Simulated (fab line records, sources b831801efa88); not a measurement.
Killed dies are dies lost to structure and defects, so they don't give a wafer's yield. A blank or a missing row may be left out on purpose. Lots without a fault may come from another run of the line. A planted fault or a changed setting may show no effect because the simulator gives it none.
A struck lot beside a sound one | flow sfq_line | 3 steps out of a route of 325
Sound: wafers L701.1, L701.5, L701.6. Struck: wafers L711.3, L711.4, L711.6. The cause comes at the end.
At each step with rows: each side's tool, then ch and its chambers, then its first start. Under that, the readings that differ: sound wafers | struck wafers | difference of the means | sigmas: that difference in standard deviations of wafers without a fault.
alike: readings whose means differ by less than 2 such deviations, and words and numbers that are the same on both sides. not compared: withheld readings, readings that some wafer has no value for, bounds like >300 that may hide the same value, and numbers for which the record gives no deviation and whose values overlap.
The two part at a step that has a row with sigmas, a row that says differs or no value, or rows on one side only. Numbers that don't overlap but have no deviation are shown without sigmas and don't part them. A reading that every wafer of one side lacks parts them only if that side has two wafers or more.

SFQ_INCOMING_BOW_MEAS_900:
  sound on film_metro-01, day 2 21:00; struck on film_metro-03, day 4 23:02
  alike: INCOMING_BOW
SFQ_TRILAYER_INCOMING_OXIDATION_002: target thk 500 nm, ox time 4939 s.
  sound on furnace-01 ch 0, day 2 21:07; struck on furnace-01 ch 0, day 4 23:07
  reading                                                   | sound             | struck               | difference | sigmas
  ox_time_s (s)                                             | 4939 4939 4939    | 5926.8 5926.8 5926.8 | +987.8     |
  model.SiO2_of_TRILAYER_INCOMING_OXIDATION_002.thk_nm (nm) | 480.9 467.5 473.5 | 549.6 543.8 550.4    | +74.0      |
  alike: ox_temp_c, zone_power_bottom_pct
SFQ_TRILAYER_L0_DEP_SPUTTER_003: material MoNx KI, target thk 40 nm, time 100 s.
  sound on pvd_sputter-04, day 2 23:29; struck on pvd_sputter-03, day 5 01:29
  alike: cathode_dc_power_W, throttle_valve_pct

WHERE THEY PART
Nowhere in this record.

WHY: what the simulator had put in
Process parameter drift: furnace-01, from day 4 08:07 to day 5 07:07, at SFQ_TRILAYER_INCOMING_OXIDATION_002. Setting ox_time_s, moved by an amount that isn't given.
